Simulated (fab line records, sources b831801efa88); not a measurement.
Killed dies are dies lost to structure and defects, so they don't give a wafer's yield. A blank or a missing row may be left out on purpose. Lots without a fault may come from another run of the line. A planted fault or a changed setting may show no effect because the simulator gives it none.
Which tool did it? | flow sky130 | 15 lots, 45 wafers sampled, at 2 steps of a route of 708

WHAT THE GAUGES READ, wafer by wafer
SKY_VT_ADJUST_LVTN_TW_MEAS_10. Usual: VT_ADJUST_LVTN_TW 238.6, standard deviation 1.
lot  | measured     | on            | VT_ADJUST_LVTN_TW | flag
L640 | day 7 02:28  | film_metro-04 | 239.1 239.1 238.2 |
L641 | day 7 15:41  | film_metro-03 | 238.2 238.0 238.9 |
L643 | day 8 01:01  | film_metro-03 | 238.0 239.7 239.6 |
L642 | day 8 01:14  | film_metro-02 | 238.0 239.6 238.8 |
L645 | day 8 12:24  | film_metro-04 | 239.9 238.2 238.8 |
L649 | day 9 09:21  | film_metro-04 | 212.7 213.4 212.3 | OFF
L650 | day 9 13:34  | film_metro-03 | 210.9 212.0 212.3 | OFF
L651 | day 9 21:13  | film_metro-04 | 211.9 213.2 213.7 | OFF
L652 | day 10 05:11 | film_metro-03 | 237.9 238.6 237.6 |
L653 | day 10 08:58 | film_metro-04 | 238.7 239.8 240.3 |
L656 | day 11 04:53 | film_metro-02 | 239.2 237.8 240.1 |
L659 | day 12 00:59 | film_metro-03 | 239.0 239.7 238.7 |
L660 | day 12 11:08 | film_metro-03 | 239.7 239.9 239.1 |
L662 | day 13 00:47 | film_metro-02 | 236.3 238.4 239.3 |
L663 | day 13 07:16 | film_metro-02 | 238.6 238.9 237.0 |

WHICH TOOL RAN EACH LOT (tool, then ch and the chambers of the sampled wafers, then the start)
lot  | SKY_VT_ADJUST_LVTN_IMPLANT_08
L640 | implanter-01 ch 0, day 7 02:14
L641 | implanter-02 ch 0, day 7 15:26
L643 | implanter-01 ch 0, day 8 00:47
L642 | implanter-02 ch 0, day 8 00:59
L645 | implanter-03 ch 0, day 8 12:10
L649 | implanter-02 ch 0, day 9 09:07
L650 | implanter-02 ch 0, day 9 13:19
L651 | implanter-02 ch 0, day 9 20:59
L652 | implanter-03 ch 0, day 10 04:56
L653 | implanter-01 ch 0, day 10 08:43
L656 | implanter-01 ch 0, day 11 04:38
L659 | implanter-03 ch 0, day 12 00:44
L660 | implanter-03 ch 0, day 12 10:53
L662 | implanter-03 ch 0, day 13 00:33
L663 | implanter-01 ch 0, day 13 07:03
- SKY_VT_ADJUST_LVTN_IMPLANT_08

WHAT THE TOOLS THEMSELVES READ (means of the sampled wafers that have a number; where no wafer has one, the mark that the record gives instead)
SKY_VT_ADJUST_LVTN_IMPLANT_08. Usual: beam_energy_keV 29.999, standard deviation 0.011; dose_ions_cm2 1.5697e+12, standard deviation 1.8e+09; faraday_current_uA 8.85, standard deviation 0.18.
lot  | tool         | beam_energy_keV | dose_ions_cm2 | faraday_current_uA | flag
L640 | implanter-01 | 30.006          | 1.5711e+12    | 8.87               |
L641 | implanter-02 | 30.013          | 1.5688e+12    | 8.68               |
L643 | implanter-01 | 29.984          | 1.5704e+12    | 8.78               |
L642 | implanter-02 | 29.995          | 1.5700e+12    | 9.06               |
L645 | implanter-03 | 29.987          | 1.5706e+12    | 8.66               |
L649 | implanter-02 | 30.002          | 1.0399e+12    | 5.92               | OFF
L650 | implanter-02 | 30.003          | 1.0386e+12    | 5.87               | OFF
L651 | implanter-02 | 29.998          | 1.0407e+12    | 5.91               | OFF
L652 | implanter-03 | 29.994          | 1.5703e+12    | 8.89               |
L653 | implanter-01 | 30.019          | 1.5691e+12    | 8.87               |
L656 | implanter-01 | 29.993          | 1.5714e+12    | 9.01               |
L659 | implanter-03 | 29.988          | 1.5690e+12    | 9.01               |
L660 | implanter-03 | 30.006          | 1.5692e+12    | 8.75               |
L662 | implanter-03 | 29.997          | 1.5709e+12    | 8.82               |
L663 | implanter-01 | 30.008          | 1.5701e+12    | 8.97               |

THE ANSWER, worked out from the rows above alone
Rule: a lot is off if the mean of its wafers that have a number lies more than 3 standard deviations from the usual mean. A lot without any number at a reading at which 4 lots or more have one is off too. The other lots that the step has rows for count as sound. The gauges are gone through in route order, then the tools' own readings, and for those a lot's mean is taken as printed above. The first step at which some lot is off is used, and at that step the reading that is off furthest; a lot without a number counts as furthest.
Off: L649, L650, L651, at SKY_VT_ADJUST_LVTN_TW_MEAS_10 (VT_ADJUST_LVTN_TW).
A tool fits if, at a process step before that reading, it ran every lot that is off, and no sound lot after the first of them. The gauges at SKY_VT_ADJUST_LVTN_TW_MEAS_10 aren't tried: what is off there is off at SKY_VT_ADJUST_LVTN_IMPLANT_08 too, on other tools, and a gauge's error can't cause that. One fits: implanter-02 at SKY_VT_ADJUST_LVTN_IMPLANT_08. Its last sound lot is L642 (day 8 00:59), its first lot that is off L649 (day 9 09:07): a fault that began between those two fits.
The tool's own readings at SKY_VT_ADJUST_LVTN_IMPLANT_08 bear it out: on the lots that are off they differ by more than 5 times the standard deviation of the sound lots' means. dose_ions_cm2 reads 1.0397e+12 there against 1.5701e+12 on the sound lots; faraday_current_uA reads 5.90 there against 8.86 on the sound lots.

WHAT THE SIMULATOR HAD PUT IN
Process parameter drift: implanter-02, from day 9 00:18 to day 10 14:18, at SKY_VT_ADJUST_LVTN_IMPLANT_08. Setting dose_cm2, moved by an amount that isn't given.
Lots struck among those shown: L649, L650, L651. The rule above found the same.
